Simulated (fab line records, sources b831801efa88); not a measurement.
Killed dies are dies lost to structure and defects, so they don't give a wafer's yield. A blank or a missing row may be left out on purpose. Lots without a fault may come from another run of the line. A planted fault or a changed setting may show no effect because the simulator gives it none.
A struck lot beside a sound one | flow sky130 | 21 steps out of a route of 708
Sound: wafers L157.1, L157.2, L157.3. Struck: wafers L159.4, L159.5, L159.6. The cause comes at the end.
At each step with rows: each side's tool, then ch and its chambers, then its first start. Under that, the readings that differ: sound wafers | struck wafers | difference of the means | sigmas: that difference in standard deviations of wafers without a fault.
alike: readings whose means differ by less than 2 such deviations, and words and numbers that are the same on both sides. not compared: withheld readings, readings that some wafer has no value for, bounds like >300 that may hide the same value, and numbers for which the record gives no deviation and whose values overlap.
The two part at a step that has a row with sigmas, a row that says differs or no value, or rows on one side only. Numbers that don't overlap but have no deviation are shown without sigmas and don't part them. A reading that every wafer of one side lacks parts them only if that side has two wafers or more.

first, 5 steps without rows for these wafers: SKY_VT_ADJUST_LVTN_COAT_02 (resist thk 3000 nm); SKY_VT_ADJUST_LVTN_SOFTBAKE_03; SKY_VT_ADJUST_LVTN_EXPOSE_04 (exposes mask NWM COMPLEMENT LESS NATIVE, target cd 840 nm); SKY_VT_ADJUST_LVTN_PEB_05; SKY_VT_ADJUST_LVTN_DEVELOP_06 (develop time 60 s).
SKY_VT_ADJUST_LVTN_OVL_MEAS_07:
  sound on overlay-02, day 10 21:32; struck on overlay-01, day 11 03:46
  alike: VT_ADJUST_LVTN_OVL
then, 1 step without rows for these wafers: SKY_VT_ADJUST_LVTN_IMPLANT_08.
SKY_VT_ADJUST_LVTN_STRIP_09: strips in O2/N2.
  sound on plasma_asher-02 ch 0,1, day 10 21:44; struck on plasma_asher-03 ch 0,1, day 11 03:58
  alike: drypump_motor_current_A, oes_product_au, strip_time_to_endpoint_s
  not compared: rf_hours_counter_h
SKY_VT_ADJUST_LVTN_TW_MEAS_10:
  sound on film_metro-01, day 10 21:50; struck on film_metro-01, day 11 04:03
  alike: VT_ADJUST_LVTN_TW
then, 3 steps without rows for these wafers: SKY_VT_ADJUST_LVTN_DEHYDRATE_11 (time 60 s); SKY_VT_ADJUST_LVTN_HMDS_12 (prime time 60 s); SKY_VT_ADJUST_LVTN_COAT_13 (resist thk 1140 nm).
SKY_VT_ADJUST_LVTN_SOFTBAKE_14: time 60 s.
  sound on litho_track-01 ch 0, day 11 08:38; struck on litho_track-03 ch 0, day 11 15:37
  reading                  | sound             | struck            | difference | sigmas
  heater_power_total_W (W) | 56.66 56.52 56.55 | 53.19 53.15 53.15 | -3.41      | -70
  plate_temp_C (C)         | 90.15 89.99 89.86 | 85.95 86.32 85.99 | -3.91      | -33
  resist_line_temp_C (C)   | 22.96 22.79 22.91 | 23.02 23.21 23.33 | +0.30      | +3
then, 2 steps without rows for these wafers: SKY_VT_ADJUST_LVTN_EXPOSE_15 (exposes mask HVN STD DERIVED, target cd 600 nm); SKY_VT_ADJUST_LVTN_PEB_16.
SKY_VT_ADJUST_LVTN_DEVELOP_17: develop time 60 s.
  sound on litho_track-03 ch 0, day 11 20:05; struck on litho_track-02 ch 0, day 12 02:44
  reading                                             | sound          | struck         | difference | sigmas
  model.NOVOLAK_of_VT_ADJUST_LVTN_COAT_13.thk_nm (nm) | 1134 1135 1138 | 1155 1156 1159 | +21        |
  alike: resist_line_temp_C
SKY_VT_ADJUST_LVTN_OVL_MEAS_18:
  sound on overlay-02, day 11 20:14; struck on overlay-01, day 12 02:50
  alike: VT_ADJUST_LVTN_01_OVL
then, 1 step without rows for these wafers: SKY_VT_ADJUST_LVTN_IMPLANT_19.
SKY_VT_ADJUST_LVTN_STRIP_20: strips in O2/N2.
  sound on plasma_asher-03 ch 0,1, day 11 20:26; struck on plasma_asher-03 ch 0,1, day 12 03:02
  reading                      | sound             | struck            | difference | sigmas
  strip_time_to_endpoint_s (s) | 14.09 14.12 14.15 | 14.32 14.36 14.36 | +0.23      | +5
  alike: drypump_motor_current_A, oes_product_au
  not compared: rf_hours_counter_h
SKY_VT_ADJUST_LVTN_TW_MEAS_21:
  sound on film_metro-04, day 11 20:32; struck on film_metro-04, day 12 03:08
  alike: VT_ADJUST_LVTN_2_TW
-- the record jumps here: 38 days lie between the struck wafers' starts before and after (it left off in module VT_ADJUST_LVTN and takes up again in module PAD_OPEN, whose first step shown is number 708 of the route) --
SKY_PAD_OPEN_PROBE_99:
  sound on prober-02, day 49 18:27; struck on prober-01, day 50 00:49
  reading         | sound | struck | difference | sigmas
  killed_at_other | 2 2 3 | 0 1 0  | -2         | -3
  alike: killed_at_M0_to_M3, killed_at_M4_up, killed_at_contacts, killed_at_front_end, killed_dies, killed_open, killed_short

WHERE THEY PART
First at SKY_VT_ADJUST_LVTN_SOFTBAKE_14; last, within this record, at SKY_PAD_OPEN_PROBE_99.

WHY: what the simulator had put in
Process parameter drift: litho_track-03, from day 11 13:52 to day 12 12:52, at SKY_VT_ADJUST_LVTN_SOFTBAKE_14. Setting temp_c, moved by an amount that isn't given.
